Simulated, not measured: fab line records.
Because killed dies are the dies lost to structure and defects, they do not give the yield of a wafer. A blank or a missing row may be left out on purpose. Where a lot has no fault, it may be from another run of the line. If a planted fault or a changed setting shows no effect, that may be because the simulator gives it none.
Which tool was responsible? ; flow sky130 ; 12 lots with 36 wafers sampled at 5 steps, on a route of 708 steps

== WHAT THE GAUGES SHOWED, per wafer ==
SKY_FIELD_ISO_BOW_MEAS_00. Usual: for INCOMING_BOW the level is 0 um and the standard deviation is 6.3.
lot;measured;on;INCOMING_BOW (um);flag
L811;day 1 15:01;film-metro-01;-7 -6 -8;
L813;day 2 01:02;film-metro-01;-6 3 1;
L814;day 2 06:02;film-metro-02;-2 7 -4;
L815;day 2 11:00;film-metro-01;-2 -2 4;
L816;day 2 16:00;film-metro-01;2 4 -8;
L817;day 2 21:00;film-metro-03;15 -5 -6;
L820;day 3 12:00;film-metro-01;1 7 -1;
L821;day 3 17:01;film-metro-02;-10 -9 -1;
L822;day 3 22:02;film-metro-02;0 16 7;
L823;day 4 03:01;film-metro-02;3 -7 -2;
L829;day 5 09:01;film-metro-01;-10 2 7;
L831;day 5 19:00;film-metro-03;4 9 -5;

SKY_SONOS_TUNNEL_CD_MEAS_07 targets a cd of 410 nm. Usual: cd-nm 409.6 nm, standard deviation 2.1.
lot;measured;on;cd-nm (nm);flag
L811;day 11 14:39;cd-sem-01;407.2 407.4 405.9;
L813;day 12 07:51;cd-sem-01;408.1 408.5 408.2;
L814;day 12 12:14;cd-sem-02;410.4 409.5 410.1;
L815;day 13 02:47;cd-sem-01;409.7 406.5 409.0;
L816;day 13 12:22;cd-sem-01;407.5 408.1 409.0;
L817;day 13 22:36;cd-sem-01;408.3 412.8 411.1;
L820;day 14 16:48;cd-sem-01;411.3 408.6 408.6;
L821;day 15 00:52;cd-sem-01;413.1 412.5 413.9;
L822;day 15 07:37;cd-sem-01;410.2 410.0 409.1;
L823;day 15 17:44;cd-sem-01;408.6 407.6 408.0;
L829;day 17 14:59;cd-sem-02;411.5 412.2 409.7;
L831;day 18 10:23;cd-sem-02;412.1 409.2 410.8;

SKY_LDD_HVN_TW_MEAS_10. Usual: for LDD_HVN_TW the level is 1439 and the standard deviation is 13.
lot;measured;on;LDD_HVN_TW;flag
L811;day 20 16:47;film-metro-04;1434 1433 1436;
L813;day 21 12:42;film-metro-01;1449 1448 1453;
L814;day 21 20:06;film-metro-01;1461 1447 1454;
L815;day 22 07:03;film-metro-03;1421 1430 1424;
L816;day 22 21:01;film-metro-04;1427 1439 1435;
L817;day 23 03:07;film-metro-04;1446 1442 1433;
L820;day 24 05:53;film-metro-03;1422 1423 1428;
L821;day 24 14:17;film-metro-04;1432 1438 1438;
L822;day 24 16:25;film-metro-04;1447 1446 1435;
L823;day 25 06:08;film-metro-04;1435 1436 1428;
L829;day 27 02:53;film-metro-03;1555 1558 1555;OFF
L831;day 27 23:42;film-metro-04;1580 1579 1574;OFF

== EACH LOT AND THE TOOL THAT RAN IT (in order: tool; ch and the chambers of the sampled wafers; start) ==
lot;SKY_SONOS_ONO_ETCH_15;SKY_LDD_HVN_IMPLANT_08
L811;rie-diel-02 ch 0,3, day 13 02:38;implanter-04 ch 0, day 20 16:33
L813;rie-diel-03 ch 0,1, day 13 15:06;implanter-02 ch 0, day 21 12:29
L814;rie-diel-03 ch 0,1, day 13 21:23;implanter-01 ch 0, day 21 19:53
L815;rie-diel-01 ch 0,1, day 14 10:20;implanter-02 ch 0, day 22 06:48
L816;rie-diel-03 ch 1,2, day 14 23:24;implanter-04 ch 0, day 22 20:46
L817;rie-diel-03 ch 0,1,3, day 15 07:22;implanter-01 ch 0, day 23 02:52
L820;rie-diel-02 ch 1,2,3, day 16 02:41;implanter-01 ch 0, day 24 05:38
L821;rie-diel-01 ch 1,2,3, day 16 10:17;implanter-02 ch 0, day 24 14:02
L822;rie-diel-03 ch 0,1,2, day 16 16:53;implanter-02 ch 0, day 24 16:12
L823;rie-diel-03 ch 0,1,3, day 17 03:56;implanter-04 ch 0, day 25 05:54
L829;rie-diel-01 ch 0,1,2, day 19 02:11;implanter-02 ch 0, day 27 02:38
L831;rie-diel-03 ch 0,2,3, day 19 22:39;implanter-02 ch 0, day 27 23:27
- SKY_SONOS_ONO_ETCH_15: etches the open film in CHF3/O2, target depth 19.52 nm, time 7.8 s.
- SKY_LDD_HVN_IMPLANT_08

== AS READ BY THE TOOLS THEMSELVES (means over the sampled wafers that have a number; for cases with no such wafer, the mark the record gives instead) ==
SKY_SONOS_ONO_ETCH_15. Usual: drypump-motor-current-A 5.8 A, standard deviation 0.31; oes-product-au 0.997 a.u., standard deviation 0.015; rf-fwd-power-W 589.2 W, standard deviation 2.8; throttle-valve-pct 8.823 %, standard deviation 0.0091.
lot;tool;drypump-motor-current-A (A);oes-product-au (a.u.);rf-fwd-power-W (W);throttle-valve-pct (%);flag
L811;rie-diel-02;5.7;1.004;588.6;8.828;
L813;rie-diel-03;6.0;0.991;589.9;8.820;
L814;rie-diel-03;5.8;0.998;590.5;8.828;
L815;rie-diel-01;6.0;0.984;591.0;8.808;
L816;rie-diel-03;5.7;1.011;589.6;8.823;
L817;rie-diel-03;5.7;0.993;590.7;8.823;
L820;rie-diel-02;5.9;0.994;587.6;8.823;
L821;rie-diel-01;5.6;0.988;589.9;8.822;
L822;rie-diel-03;5.9;0.995;591.8;8.828;
L823;rie-diel-03;5.7;1.003;588.8;8.828;
L829;rie-diel-01;5.8;0.987;591.0;8.822;
L831;rie-diel-03;5.8;1.000;590.1;8.828;

SKY_LDD_HVN_IMPLANT_08. Usual: beam-energy-keV 60.004, standard deviation 0.02; beam-on-s 10.01 s, standard deviation 0.18; tilt-deg 40.001 degrees, standard deviation 0.02.
lot;tool;beam-energy-keV;beam-on-s (s);tilt-deg (degrees);flag
L811;implanter-04;59.996;10.00;40.010;
L813;implanter-02;60.013;9.99;39.998;
L814;implanter-01;60.000;10.07;39.982;
L815;implanter-02;60.026;9.85;40.006;
L816;implanter-04;60.021;10.08;39.993;
L817;implanter-01;59.984;10.08;40.029;
L820;implanter-01;60.000;9.93;40.006;
L821;implanter-02;60.028;10.09;40.043;
L822;implanter-02;60.005;9.96;40.024;
L823;implanter-04;60.007;9.85;39.993;
L829;implanter-02;86.399;10.07;39.997;OFF
L831;implanter-02;86.384;10.10;39.980;OFF

== THE ANSWER, worked out from the rows above alone ==
Rule: a lot counts as off when the mean over its wafers that have a number is more than 3 standard deviations away from the usual mean. A lot without any number at a reading at which 4 lots or more have one is off too. The other lots that the step has rows for count as sound. First the gauges in route order, then the tools' own readings, where a lot's mean is used as printed above. The first step at which some lot is off is used, and at that step the reading that is off furthest; a lot without a number counts as furthest.
Off: L829, L831, at SKY_LDD_HVN_TW_MEAS_10 (LDD_HVN_TW).
A tool fits if, at a process step before that reading, it ran every lot that is off, and no sound lot after the first of them. The gauges at SKY_LDD_HVN_TW_MEAS_10 aren't tried: what is off there is off at SKY_LDD_HVN_IMPLANT_08 too, on other tools, and a gauge's error can't cause that. One fits: SKY_LDD_HVN_IMPLANT_08 on implanter-02. A fault onset in the window from L822 (day 24 16:12, its last sound lot) to L829 (day 27 02:38, its first lot off) fits.
The tool's own readings at SKY_LDD_HVN_IMPLANT_08 bear it out: on the lots that are off they differ by more than 5 times the standard deviation of the sound lots' means. beam-energy-keV reads 86.392 there against 60.008 on the sound lots.

== WHAT THE SIMULATOR PUT IN ==
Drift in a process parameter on implanter-02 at SKY_LDD_HVN_IMPLANT_08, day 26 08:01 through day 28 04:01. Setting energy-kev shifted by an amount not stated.
Lots struck among those shown: L829, L831. Same finding as the rule above.
